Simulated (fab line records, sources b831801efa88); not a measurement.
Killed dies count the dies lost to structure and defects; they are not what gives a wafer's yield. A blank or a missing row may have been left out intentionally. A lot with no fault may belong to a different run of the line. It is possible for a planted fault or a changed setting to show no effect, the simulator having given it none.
A struck lot beside a sound one -- flow sky130 -- 26 out of 708 route steps
Sound: these wafers, L357.2, L357.4, L357.6. Wafers L351.1, L351.2, L351.4 were the ones struck. The cause is named last.
Per side, at each step with rows, come the tool, then ch with its chambers, and then its first start. Under that, the readings that differ: sound wafers -- struck wafers -- difference of the means -- sigmas: that difference in standard deviations of wafers without a fault.
alike: readings with means less than 2 such deviations apart, plus words and numbers identical on both sides. not compared: withheld readings, readings lacking a value on some wafer, bounds such as >300 that could conceal the same value, and numbers that have no deviation in the record and whose values overlap.
A row with sigmas, a row that says differs or no value, or rows on one side alone: a step with any of these is where the two part. Numbers that have no deviation but don't overlap get no sigmas and don't part them. A reading that every wafer of one side lacks parts them only if that side has two wafers or more.

first, 3 steps without rows for these wafers: SKY_FIELD_ISO_WET_ETCH_30 (etches SiO2 in dHF, target depth 25 nm, time 50 s); SKY_NWELL_CLEAN_00 (cleans in SC1/SC2, time 150 s); SKY_NWELL_OXIDATION_01 (stabilise 600 s, purge 300 s, target thk 10 nm).
SKY_NWELL_THK_MEAS_02:
  sound on film metro-02 at day 6 09:26; struck on film metro-02 at day 5 07:34
  alike: NWELL_OXIDATION_THK
then, 8 steps without rows for these wafers: SKY_DNWELL_DEHYDRATE_00 (time 60 s); SKY_DNWELL_HMDS_01 (prime time 60 s); SKY_DNWELL_COAT_02 (resist thk 3000 nm); SKY_DNWELL_SOFTBAKE_03; SKY_DNWELL_EXPOSE_04 (exposes mask DNM, target cd 3000 nm); SKY_DNWELL_PEB_05; SKY_DNWELL_DEVELOP_06 (develop time 60 s); SKY_DNWELL_IMPLANT_07.
SKY_DNWELL_STRIP_08: strips in O2/N2.
  sound on plasma asher-01 ch 0,1, day 7 05:01; struck on plasma asher-04 ch 0,1, day 5 23:49
  no value came back on the struck wafers for chamber pressure mTorr (mTorr), drypump motor current A (A), oes product au (a.u.), strip time to endpoint s (s); on the sound wafers chamber pressure mTorr (mTorr) reads 1497.1 1498.2 1500.7
reading,sound,struck,difference,sigmas
model.coat_of_DNWELL_COAT_02.thk nm (nm),0 0 0,2990 2996 3002,+2996,
  not compared: rf hours counter h
SKY_DNWELL_TW_MEAS_09:
  sound on film metro-03 at day 7 05:07; struck on film metro-02 at day 5 23:55
  alike: DNWELL_TW
then, 7 steps without rows for these wafers: SKY_PWDE_DEHYDRATE_00 (time 60 s); SKY_PWDE_HMDS_01 (prime time 60 s); SKY_PWDE_COAT_02 (resist thk 3000 nm); SKY_PWDE_SOFTBAKE_03; SKY_PWDE_EXPOSE_04 (exposes mask PWDEM, target cd 840 nm); SKY_PWDE_PEB_05; SKY_PWDE_DEVELOP_06 (develop time 60 s).
SKY_PWDE_OVL_MEAS_07:
  sound on overlay-01 at day 8 00:43; struck on overlay-01 at day 6 19:07
reading,sound,struck,difference,sigmas
PWDE_OVL (nm),-4.4 -3.4 -3.0,-0.1 -0.3 -0.3,+3.4,+2
next, for these wafers, 1 step has no rows: SKY_PWDE_IMPLANT_08.
SKY_PWDE_STRIP_09: strips in O2/N2.
  sound on plasma asher-01 ch 0,1, day 8 00:53; struck on plasma asher-03 ch 0,1, day 6 19:19
reading,sound,struck,difference,sigmas
oes product au (a.u.),0.725 0.726 0.719,0.741 0.741 0.732,+0.015,+3
strip time to endpoint s (s),37.18 37.17 37.08,80.92 81.03 81.10,+43.87,+99 or more
  alike: chamber pressure mTorr, drypump motor current A
  not compared: rf hours counter h
SKY_PWDE_TW_MEAS_10:
  sound on film metro-02 at day 8 01:00; struck on film metro-04 at day 6 19:25
reading,sound,struck,difference,sigmas
PWDE_TW,378 379 380,30 30 30,-349,-99 or more
then, 1 step without rows for these wafers: SKY_NWELL_DEHYDRATE_03 (time 60 s).

== WHERE THEY PART ==
First at SKY_DNWELL_STRIP_08; last, within this record, at SKY_PWDE_TW_MEAS_10.

WHY: what had been put in by the simulator
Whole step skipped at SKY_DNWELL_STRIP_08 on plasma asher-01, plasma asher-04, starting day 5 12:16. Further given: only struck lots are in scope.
